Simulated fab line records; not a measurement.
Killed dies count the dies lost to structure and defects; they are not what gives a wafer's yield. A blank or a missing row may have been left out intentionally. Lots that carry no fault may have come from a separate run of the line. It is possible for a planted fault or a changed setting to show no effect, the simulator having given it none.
The same fault as seen by 2 desks || flow sky130 || each desk has only its own numbers; what lay behind them comes last

METROLOGY DESK
Lot by lot, what the gauges showed, no matter which tool ran the lot: averages of those sampled wafers that carry a number. Marked OUT: a lot whose mean sits more than 4 standard deviations from the usual mean, which makes it out of limits; the brackets give that distance.
Columns: A = FIELD_ISO_CVD_24_THK at SKY_FIELD_ISO_THK_MEAS_25, usual 598 nm; B = NWELL_OXIDATION_THK at SKY_NWELL_THK_MEAS_02, usual 10.04 nm; C = NWELL_RS at SKY_NWELL_RS_MEAS_29, usual 624.2 ohm/sq
{"lot": "L812", "first seen here": "day 2 17:40", "A": 594, "B": 10.02, "C": 623.5}
{"lot": "L815", "first seen here": "day 3 09:01", "A": 598, "B": 9.78, "C": 622.2}
{"lot": "L816", "first seen here": "day 3 09:06", "A": 603, "B": 10.43, "C": 626.1}
{"lot": "L817", "first seen here": "day 3 16:58", "A": 601, "B": 9.75, "C": 625.2}
{"lot": "L818", "first seen here": "day 3 20:30", "A": 595, "B": 10.15, "C": 624.7}
{"lot": "L819", "first seen here": "day 4 00:09", "A": 604, "B": 10.32, "C": 626.6}
{"lot": "L820", "first seen here": "day 4 08:41", "A": 599, "B": 10.07, "C": 624.6}
{"lot": "L821", "first seen here": "day 4 14:02", "A": 591, "B": 10.15, "C": 624.4}
{"lot": "L822", "first seen here": "day 4 16:49", "A": 592, "B": 10.04, "C": 622.0}
{"lot": "L824", "first seen here": "day 5 05:45", "A": 601, "B": 10.09, "C": 621.9}
{"lot": "L825", "first seen here": "day 5 09:26", "A": 602, "B": 10.29, "C": 623.2}
{"lot": "L828", "first seen here": "day 6 05:09", "A": 602, "B": 9.86, "C": 617.9}
{"lot": "L832", "first seen here": "day 7 05:13", "A": 600, "B": 10.02, "C": 619.0}
Finding of this desk: none of the 13 lots has anything out of limits.

AT THE TOOL OWNER'S DESK: implanter-03
For each lot that ran on this tool, the mean over its sampled wafers that have a number, from the tool's own readings at SKY_NWELL_IMPLANT_12. Marked OUT: a lot whose mean sits more than 4 standard deviations from the usual mean, which makes it out of limits; the brackets give that distance.
Columns: A = dose ions cm2 at SKY_NWELL_IMPLANT_12, usual 1.3001e+12; B = faraday current uA at SKY_NWELL_IMPLANT_12, usual 7.32
{"lot": "L812", "first seen here": "day 5 03:06", "A": 1.3004e+12, "B": 7.32}
{"lot": "L815", "first seen here": "day 5 17:20", "A": 1.3004e+12, "B": 7.42}
{"lot": "L816", "first seen here": "day 5 17:52", "A": 1.3003e+12, "B": 7.43}
{"lot": "L817", "first seen here": "day 6 00:20", "A": 1.3008e+12, "B": 7.35}
{"lot": "L819", "first seen here": "day 6 13:14", "A": 1.3008e+12, "B": 7.38}
{"lot": "L828", "first seen here": "day 9 07:17", "A": "1.4897e+12 (+99 or more) OUT", "B": "8.24 (+6.1) OUT"}
{"lot": "L832", "first seen here": "day 10 02:05", "A": "1.4888e+12 (+99 or more) OUT", "B": "8.39 (+7.1) OUT"}
This desk's finding: out of limits on L828, L832; first on L828, day 9 07:17 (dose ions cm2 at SKY_NWELL_IMPLANT_12). In limits: L812, L815, L816, L817, L819.

TAKEN TOGETHER
On L828, L832, at day 9 07:17, an alarm was possible from the tool owner's desk.
Nothing out of limits was seen by the metrology desk.
The metrology desk has L828, L832 on record, within its limits.
On implanter-03, each named lot ran SKY_NWELL_IMPLANT_12.

WHAT WAS PUT IN BY THE SIMULATOR
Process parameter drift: implanter-03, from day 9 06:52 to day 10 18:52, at SKY_NWELL_IMPLANT_12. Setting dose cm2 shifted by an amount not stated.
Struck lots among those shown: L828, L832.
Delay in hours, fault start to first out-of-limits reading, by desk: the tool owner's desk at 0.
